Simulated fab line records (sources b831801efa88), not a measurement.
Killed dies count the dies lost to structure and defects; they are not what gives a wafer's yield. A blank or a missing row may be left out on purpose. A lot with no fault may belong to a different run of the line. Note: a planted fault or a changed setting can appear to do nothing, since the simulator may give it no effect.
fab line records | flow sky130
record: lots: 12 wafers: 36 last_day: 50
route steps=708 shown VIA3@574 METAL4@598 PAD_OPEN@708
lots that met no fault: taken from a fault-free run of the same line
start_h: start of the lot's first displayed wafer, in hours after the record's first day | wait_h: how many hours have passed since the lot's step before this one | " the same as in the row above | L1.1+2: several wafers, shown together as one row | - no value, or no start was given | * or withheld: withheld | < > ~ a bound
route shown NAME@n: names a module that has steps shown in the file, with the first one's number in the route | usual: mean/standard deviation of fault-free wafers | same: alike in all rows | chamber/n: place in a boat | sites: per-site readings | _std_site: their standard deviation | _edge_site: mean of outer sites minus mean of inner sites | radius_mm: how far each site lies from the wafer's centre | mask NAME#n: copy n | behind: the most recent tool/chamber to have shaped the wafer | hold: reason for holding the lot/hours on hold/outcome of the hold | device: whichever transistor did not switch (one of n, p or np) | end of line: tests of these same wafers at the route's end | for a step that has no rows: nothing shown but its recipe | killed: at the first sort, the dies lost to defects and structure; wafer yield is something else | map: a wafer's dies, x killed, . not, _ none there
set.NAME: the setting that was run; set.NAME@STEP: the one run at that earlier step | model.NAME: the simulator's own value behind a step, which no gauge read
route steps across a sampled set of lots; one table per step, one row per wafer
services: the hour from which a tool's chamber was out of use, counted from the record's first day as start_h (under 0 if before that day), plus the number of hours and why
== steps ==
step: SKY_VIA3_THK_MEAS_01
recipe: reads: SiO2_of_VIA3_HDPCVD_00
usual: VIA3_HDPCVD_THK: 1632/15
columns lot.wafer tool chamber start_h wait_h VIA3_HDPCVD_THK[nm]
L415.3 film_metro-04 - 910.39 0.1 1638
L415.5 " - " " 1658
L415.6 " - " " 1661
L417.1 film_metro-04 - 920.30 0.1 1631
L417.3 " - " " 1637
L417.4 " - " " 1628
L418.2 film_metro-02 - 920.54 0.1 1629
L418.3 " - " " 1632
L418.4 " - " " 1621
L419.1 film_metro-04 - 937.91 0.1 1637
L419.2 " - " " 1629
L419.6 " - " " 1637
L420.1 film_metro-03 - 939.40 0.1 1621
L420.5 " - " " 1596
L420.6 " - " " 1611
L422.1 film_metro-04 - 951.33 0.1 1618
L422.3 " - " " 1643
L422.6 " - " " 1644
L429.2 film_metro-02 - 993.27 0.1 1647
L429.4 " - " " 1653
L429.6 " - " " 1639
L431.2 film_metro-04 - 1015.91 0.1 1608
L431.3 " - " " 1612
L431.6 " - " " 1597
L432.2 film_metro-04 - 1025.05 0.1 1627
L432.3 " - " " 1631
L432.5 " - " " 1621
L435.1 film_metro-03 - 1033.60 0.1 1627
L435.2 " - " " 1637
L435.4 " - " " 1623
L436.1 film_metro-02 - 1047.08 0.1 1632
L436.2 " - " " 1632
L436.5 " - " " 1646
L438.2 film_metro-03 - 1057.42 0.1 1630
L438.4 " - " " 1627
L438.5 " - " " 1636
step: SKY_VIA3_SPUTTER_20
recipe: material: TiN target_thk_nm: 20 chamber_pressure_pa: 5 power_w: 4000 time_s: 80
usual: cathode_dc_power_W: 4000.0/0.69 chamber_pressure_pa: 5.000/0.0086 throttle_valve_pct: 30.2/0.94
columns lot.wafer tool chamber start_h wait_h cathode_dc_power_W chamber_pressure_pa throttle_valve_pct
L415.3 pvd_sputter-03 - 936.30 0.0 3998.8 4.993 28.3
L415.5 " - " " 3999.4 4.991 30.4
L415.6 " - " " 3999.4 5.014 30.1
L417.1 pvd_sputter-02 - 946.62 0.0 4000.8 5.016 30.1
L417.3 " - " " 4001.0 4.995 28.2
L417.4 " - " " 3999.8 4.999 29.9
L418.2 pvd_sputter-01 - 946.95 0.0 4001.2 4.994 31.9
L418.3 " - " " 3999.9 5.009 30.3
L418.4 " - " " 4000.9 5.011 29.6
L419.1 pvd_sputter-01 - 963.07 0.0 4001.3 5.000 29.7
L419.2 " - " " 3999.8 4.987 31.6
L419.6 " - " " 4001.7 4.991 30.2
L420.1 pvd_sputter-01 - 964.48 0.0 4001.1 5.011 30.3
L420.5 " - " " 4000.2 5.004 29.7
L420.6 " - " " 4000.7 5.007 31.3
L422.1 pvd_sputter-03 - 976.36 0.0 4000.2 4.996 30.1
L422.3 " - " " 3998.8 5.003 28.6
L422.6 " - " " 3999.8 4.996 28.5
L429.2 pvd_sputter-02 - 1017.51 0.0 3999.0 4.996 28.4
L429.4 " - " " 3998.4 4.995 29.4
L429.6 " - " " 3999.0 5.002 29.9
L431.2 pvd_sputter-03 - 1039.67 0.0 4001.1 5.006 30.3
L431.3 " - " " 4000.0 4.995 30.1
L431.6 " - " " 4000.0 4.997 30.2
L432.2 pvd_sputter-01 - 1048.72 0.0 3999.3 4.998 31.3
L432.3 " - " " 4000.7 5.010 31.8
L432.5 " - " " 3999.8 4.996 31.4
L435.1 pvd_sputter-03 - 1056.06 0.0 4000.4 5.010 29.7
L435.2 " - " " 4000.4 5.000 30.2
L435.4 " - " " 3999.8 4.998 30.6
L436.1 pvd_sputter-03 - 1069.72 0.0 4000.8 5.000 30.0
L436.2 " - " " 4000.3 5.012 30.6
L436.5 " - " " 3999.7 4.998 30.3
L438.2 pvd_sputter-01 - 1080.38 0.0 4000.1 4.989 31.4
L438.4 " - " " 4000.1 4.981 29.8
L438.5 " - " " 3999.3 4.996 30.3
step: SKY_METAL4_SPUTTER_00
recipe: material: Ti target_thk_nm: 15 power_w: 3000 time_s: 10 chamber_pressure_pa: 0.4
usual: cathode_dc_power_W: 3000.0/0.53 chamber_pressure_pa: 0.4001/0.0008 throttle_valve_pct: 30.0/0.94
columns lot.wafer tool chamber start_h wait_h cathode_dc_power_W chamber_pressure_pa throttle_valve_pct
L415.3 pvd_sputter-02 - 936.97 0.2 3000.5 0.4004 29.9
L415.5 " - " " 3000.1 0.4001 29.9
L415.6 " - " " 2999.9 0.4004 29.3
L417.1 pvd_sputter-02 - 947.28 0.2 3000.3 0.3998 29.2
L417.3 " - " " 2999.4 0.3999 30.0
L417.4 " - " " 3000.4 0.3999 30.0
L418.2 pvd_sputter-01 - 947.61 0.1 2999.9 0.4000 30.1
L418.3 " - " " 2999.0 0.4015 31.4
L418.4 " - " " 2999.5 0.4006 29.8
L419.1 pvd_sputter-04 - 963.73 0.1 2999.9 0.4006 28.8
L419.2 " - " " 3000.2 0.3983 29.7
L419.6 " - " " 3000.0 0.4009 28.9
L420.1 pvd_sputter-04 - 965.14 0.2 2999.4 0.4002 28.9
L420.5 " - " " 2999.8 0.4008 29.8
L420.6 " - " " 2999.6 0.3992 30.5
L422.1 pvd_sputter-02 - 977.02 0.2 3000.6 0.4009 29.9
L422.3 " - " " 3000.4 0.3999 29.4
L422.6 " - " " 3000.3 0.4013 28.2
L429.2 pvd_sputter-04 - 1018.18 0.2 2999.7 0.4001 31.3
L429.4 " - " " 3000.6 0.4000 30.5
L429.6 " - " " 2999.2 0.3997 29.6
L431.2 pvd_sputter-01 - 1040.33 0.1 3000.6 0.3992 31.8
L431.3 " - " " 2999.9 0.4008 31.5
L431.6 " - " " 2999.9 0.3996 31.7
L432.2 pvd_sputter-04 - 1049.39 0.1 2999.8 0.3996 29.0
L432.3 " - " " 3000.5 0.4008 31.2
L432.5 " - " " 3000.3 0.3995 29.7
L435.1 pvd_sputter-04 - 1056.72 0.1 2999.7 0.3985 29.5
L435.2 " - " " 3000.0 0.3999 28.6
L435.4 " - " " 3000.1 0.4000 30.5
L436.1 pvd_sputter-02 - 1070.38 0.1 2999.8 0.4007 29.9
L436.2 " - " " 2999.2 0.3984 29.6
L436.5 " - " " 2999.9 0.3994 29.8
L438.2 pvd_sputter-04 - 1081.04 0.2 3000.1 0.3984 30.5
L438.4 " - " " 2999.8 0.3993 29.6
L438.5 " - " " 3000.4 0.3997 30.2
step: SKY_METAL4_SPUTTER_03
recipe: material: Ti target_thk_nm: 5 power_w: 3000 time_s: 3.3 chamber_pressure_pa: 0.4
usual: cathode_dc_power_W: 3000.0/0.47 chamber_pressure_pa: 0.3999/0.00075 throttle_valve_pct: 30.0/0.95
columns lot.wafer tool chamber start_h wait_h cathode_dc_power_W chamber_pressure_pa throttle_valve_pct
L415.3 pvd_sputter-02 - 937.05 0.0 2999.9 0.3995 30.1
L415.5 " - " " 3000.7 0.4000 29.8
L415.6 " - " " 2998.8 0.4004 29.6
L417.1 pvd_sputter-02 - 947.37 0.0 2999.6 0.3987 29.3
L417.3 " - " " 2999.6 0.3998 30.2
L417.4 " - " " 3000.4 0.4001 30.1
L418.2 pvd_sputter-01 - 947.70 0.0 - - -
L418.3 " - " " - - -
L418.4 " - " " - - -
L419.1 pvd_sputter-04 - 963.82 0.0 - - -
L419.2 " - " " - - -
L419.6 " - " " - - -
L420.1 pvd_sputter-04 - 965.23 0.0 - - -
L420.5 " - " " - - -
L420.6 " - " " - - -
L422.1 pvd_sputter-02 - 977.11 0.0 3000.4 0.4014 29.9
L422.3 " - " " 3000.6 0.4004 29.4
L422.6 " - " " 2999.9 0.3985 28.3
L429.2 pvd_sputter-04 - 1018.27 0.0 2999.6 0.3995 30.9
L429.4 " - " " 3000.4 0.4008 30.5
L429.6 " - " " 3000.6 0.3993 29.6
L431.2 pvd_sputter-01 - 1040.42 0.0 3000.9 0.3994 31.8
L431.3 " - " " 2999.3 0.3994 31.1
L431.6 " - " " 3000.0 0.4001 31.5
L432.2 pvd_sputter-04 - 1049.48 0.0 3000.9 0.4003 28.6
L432.3 " - " " 3000.3 0.4004 31.2
L432.5 " - " " 2999.6 0.4010 29.8
L435.1 pvd_sputter-04 - 1056.81 0.0 2999.7 0.3990 29.8
L435.2 " - " " 2999.0 0.4002 28.6
L435.4 " - " " 2999.8 0.3995 30.6
L436.1 pvd_sputter-02 - 1070.47 0.0 2999.9 0.3988 30.1
L436.2 " - " " 2999.4 0.4002 30.0
L436.5 " - " " 2999.5 0.3990 30.2
L438.2 pvd_sputter-04 - 1081.13 0.0 3000.2 0.4001 30.4
L438.4 " - " " 3000.0 0.4007 29.8
L438.5 " - " " 2999.3 0.3994 30.5
step: SKY_PAD_OPEN_PROBE_99
usual: defect_limited_yield: 82.4/2.1 killed_at_M0_to_M3: 44/7.3 killed_at_M4_up: 3.0/1.9 killed_at_contacts: 24/5 killed_at_front_end: 16/4.5 killed_at_other: 0.3/0.46 killed_dies: 87/10 killed_open: 47/8.3 killed_short: 39/6.4 sort_bin_3_pad_short: 0.8/0.43 sort_bin_5_function: 10.5/1.6 sort_bin_6_memory: 6.3/1.1 sort_n_pass: 405/10 sort_yield_pct: 82.4/2.1
same: gross_dies: 492 killed_at_back_side: 0 sort_bin_4_leakage[%]: 0 sort_bin_8_speed[%]: 0
columns lot.wafer tool chamber start_h wait_h defect_limited_yield[%] killed_at_M0_to_M3 killed_at_M4_up killed_at_contacts killed_at_front_end killed_at_other killed_dies killed_open killed_short sort_bin_3_pad_short[%] sort_bin_5_function[%] sort_bin_6_memory[%] sort_n_pass sort_yield_pct[%]
L418.2 prober-02 - 1090.18 0.1 80.3 52 3 21 21 0 97 52 45 0.8 11.8 7.1 395 80.3
L418.3 prober-02 - 1090.23 0.2 80.7 39 0 37 18 1 95 46 49 0.8 11.0 7.5 397 80.7
L418.4 prober-02 - 1090.28 0.2 86.0 21 3 27 18 0 69 40 29 1.2 8.5 4.3 423 86.0
L419.1 prober-01 - 1102.73 0.1 79.1 57 1 31 14 0 103 64 39 1.2 11.4 8.3 389 79.1
L419.2 prober-01 - 1102.78 0.1 83.7 43 1 22 14 0 80 44 36 0.4 9.8 6.1 412 83.7
L419.6 prober-01 - 1102.98 0.2 81.5 55 1 24 10 1 91 54 37 0.4 10.4 7.7 401 81.5
L438.2 prober-02 - 1197.73 0.1 83.1 43 4 19 17 0 83 51 32 0.6 11.0 5.3 409 83.1
L438.4 prober-02 - 1197.83 0.2 82.5 45 2 28 11 0 86 47 39 1.4 8.1 7.9 406 82.5
L438.5 prober-02 - 1197.88 0.2 80.1 50 3 30 15 0 98 62 36 0.6 11.6 7.7 394 80.1
killed by level:class
L418.2 VIA1:geometric_particle:open=11 VIA3:geometric_particle:open=9 VIA1:geometric_particle:short=8 CONTACT:geometric_particle:open=7 POLY_GATE:geometric_particle:short=6 POLY_GATE:geometric_particle:open=6 LI_CONTACT:geometric_particle:open=6 METAL2:geometric_particle:short=6
L418.3 CONTACT:geometric_particle:open=15 FIELD_ISO:geometric_particle:short=9 METAL2:geometric_particle:short=9 LI_CONTACT:geometric_particle:open=8 VIA1:geometric_particle:open=8 VIA3:geometric_particle:open=6 CONTACT:geometric_particle:short=5 VIA1:geometric_particle:short=5
L418.4 CONTACT:geometric_particle:open=13 FIELD_ISO:geometric_particle:open=6 LI_CONTACT:geometric_particle:open=6 FIELD_ISO:geometric_particle:short=4 VIA3:geometric_particle:short=4 LOCAL_INTERCONNECT:geometric_particle:short=3 CONTACT:geometric_particle:short=3 VIA1:geometric_particle:short=3
L419.1 CONTACT:geometric_particle:open=11 VIA1:geometric_particle:open=11 VIA3:geometric_particle:open=11 VIA2:geometric_particle:open=9 METAL1:geometric_particle:short=8 LI_CONTACT:geometric_particle:open=8 CONTACT:geometric_particle:short=7 METAL2:geometric_particle:short=5
L419.2 VIA1:geometric_particle:open=11 CONTACT:geometric_particle:open=10 VIA1:geometric_particle:short=6 VIA2:geometric_particle:open=6 LI_CONTACT:geometric_particle:open=5 VIA3:geometric_particle:open=5 METAL3:geometric_particle:short=4 FIELD_ISO:geometric_particle:short=3
L419.6 VIA1:geometric_particle:open=12 VIA3:geometric_particle:open=10 CONTACT:geometric_particle:open=10 LI_CONTACT:geometric_particle:open=6 VIA2:geometric_particle:open=6 METAL1:geometric_particle:short=6 VIA1:geometric_particle:short=6 POLY_GATE:geometric_particle:short=4
L438.2 VIA1:geometric_particle:open=10 LI_CONTACT:geometric_particle:open=8 FIELD_ISO:geometric_particle:open=6 POLY_GATE:geometric_particle:short=6 VIA3:geometric_particle:open=6 CONTACT:geometric_particle:open=5 METAL3:geometric_particle:short=5 METAL1:geometric_particle:short=4
L438.4 LI_CONTACT:geometric_particle:open=12 VIA1:geometric_particle:open=8 VIA3:geometric_particle:open=6 CONTACT:geometric_particle:open=6 METAL1:geometric_particle:short=6 METAL2:geometric_particle:open=5 VIA1:geometric_particle:short=5 FIELD_ISO:geometric_particle:open=4
L438.5 CONTACT:geometric_particle:open=17 VIA1:geometric_particle:open=11 VIA2:geometric_particle:open=10 METAL1:geometric_particle:short=8 LI_CONTACT:geometric_particle:open=6 VIA1:geometric_particle:short=6 FIELD_ISO:geometric_particle:open=5 METAL2:geometric_particle:short=4
== services ==
columns tool chamber start_h hours kind
pvd_sputter-02 - 919.71 5.0 repair
pvd_sputter-04 - 923.89 1.2 repair
pvd_sputter-02 - 938.01 8.6 repair
pvd_sputter-04 - 980.78 1.0 repair
pvd_sputter-04 - 1032.28 4.2 repair
pvd_sputter-01 - 1036.32 1.5 repair
pvd_sputter-03 - 1061.05 2.2 repair
== key ==
first_sign: step: SKY_METAL4_SPUTTER_03 reading: tool_record direction: missing
effect none on later readings
met_at SKY_METAL4_SPUTTER_03
struck_lots L418,L419,L420
not_acting_at SKY_VIA3_THK_MEAS_01,SKY_VIA3_SPUTTER_20,SKY_METAL4_SPUTTER_00
fault: kind: skipped_step_whole tool: pvd_sputter-01,pvd_sputter-04 chamber: - onset_h: 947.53 steps: SKY_METAL4_SPUTTER_03 scope: struck_lots_only
